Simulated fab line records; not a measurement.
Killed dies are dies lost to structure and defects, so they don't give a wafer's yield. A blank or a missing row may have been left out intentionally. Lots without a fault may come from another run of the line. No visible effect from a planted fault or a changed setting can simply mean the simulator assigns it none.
A single fault, viewed from 2 desks -- flow sky130 -- every desk sees just its own numbers, and what lay behind them comes last

AT THE METROLOGY DESK
What the gauges read, lot by lot, whatever tool the lot ran on: means of the sampled wafers that have a number. Any lot whose mean is over 4 standard deviations away from the usual mean is out of limits and marked OUT; that distance is given in the brackets.
Columns: A = VT_ADJUST_PCH_OVL at SKY_VT_ADJUST_PCH_OVL_MEAS_07, usual 0.1 nm; B = SONOS_ONO_OVL at SKY_SONOS_ONO_OVL_MEAS_14, usual -1.6 nm; C = GATE_OXIDE_OXIDATION_00_THK at SKY_GATE_OXIDE_THK_MEAS_02, usual 10.26 nm
lot,first seen here,A,B,C
L842,day 10 18:43,0.8,-1.0,10.28
L843,day 11 03:15,-0.4,-0.6,9.94
L844,day 11 08:05,-1.4,-2.6,10.20
L845,day 11 17:44,1.1,-0.9,10.58
L848,day 12 19:22,2.8,-0.8,10.13
L853,day 14 04:47,0.9,-2.5,7.07 (-15) OUT
L854,day 14 11:39,-0.7,-4.1,7.12 (-14) OUT
L861,day 16 22:48,-0.1,-1.2,10.12
L862,day 16 23:06,-0.6,-2.3,10.11
L863,day 17 08:11,-1.3,-0.4,10.14
L864,day 17 14:42,-1.1,-1.8,10.20
This desk reports L853, L854 out of limits; the earliest was L853 at day 16 20:25 (GATE_OXIDE_OXIDATION_00_THK at SKY_GATE_OXIDE_THK_MEAS_02). In limits: L842, L843, L844, L845, L848, L861, L862, L863, L864.

DESK OF THE TOOL OWNER: furnace-02
The tool's own readings at SKY_GATE_OXIDE_OXIDATION_01 (stabilise 600 s, purge 300 s, target thk 10.268 nm): means of the sampled wafers that have a number, for each lot that ran on this tool. Any lot whose mean is over 4 standard deviations away from the usual mean is out of limits and marked OUT; that distance is given in the brackets. Readings shown: 7 out of 9 (the first out of limits, and those lying furthest out on some lot).
Columns: A = spikeTcBottomC at SKY_GATE_OXIDE_OXIDATION_01, usual 918 C; B = spikeTcCentreC at SKY_GATE_OXIDE_OXIDATION_01, usual 901.9 C; C = spikeTcLowerC at SKY_GATE_OXIDE_OXIDATION_01, usual 899.8 C; D = spikeTcTopC at SKY_GATE_OXIDE_OXIDATION_01, usual 912.3 C; E = spikeTcUpperC at SKY_GATE_OXIDE_OXIDATION_01, usual 901.2 C; F = tubeCenterTempC at SKY_GATE_OXIDE_OXIDATION_01, usual 900 C; G = tube_center_temp_C_max at SKY_GATE_OXIDE_OXIDATION_01, usual 902.3
lot,first seen here,A,B,C,D,E,F,G
L842,day 13 00:23,921,902.8,901.3,909.7,902.4,900,902.2
L844,day 13 18:13,920,902.4,900.2,911.0,901.9,900,902.2
L845,day 14 01:04,922,902.2,900.9,911.7,901.3,900,902.2
L853,day 16 19:01,890 (-9.0) OUT,870.1 (-29) OUT,869.3 (-20) OUT,879.5 (-13) OUT,869.6 (-29) OUT,868 (-99 or more) OUT,870.6 (-91) OUT
L854,day 17 01:59,889 (-9.5) OUT,871.6 (-28) OUT,869.5 (-20) OUT,878.9 (-13) OUT,870.5 (-28) OUT,868 (-99 or more) OUT,870.7 (-90) OUT
L863,day 20 02:17,921,902.1,901.3,910.6,900.8,900,902.5
L864,day 20 07:38,920,902.9,900.4,911.1,901.9,900,902.7
Finding of this desk: L853, L854 out of limits; the first was L853 at day 16 19:01, on spikeTcBottomC at SKY_GATE_OXIDE_OXIDATION_01. In limits: L842, L844, L845, L863, L864.

BROUGHT TOGETHER
At day 16 19:01, on L853, L854, the tool owner's desk was in a position to raise an alarm.
The metrology desk could have raised an alarm at day 16 20:25, on L853, L854.
Of the lots named, all ran SKY_GATE_OXIDE_OXIDATION_01 on furnace-02.

WHAT THE SIMULATOR HAD PUT IN
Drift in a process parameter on furnace-02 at SKY_GATE_OXIDE_OXIDATION_01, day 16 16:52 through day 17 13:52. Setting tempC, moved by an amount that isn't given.
Lots struck among those shown: L853, L854.
Time in hours from fault onset to the first out-of-limits reading at each desk: tool owner's desk 2, metrology desk 4.
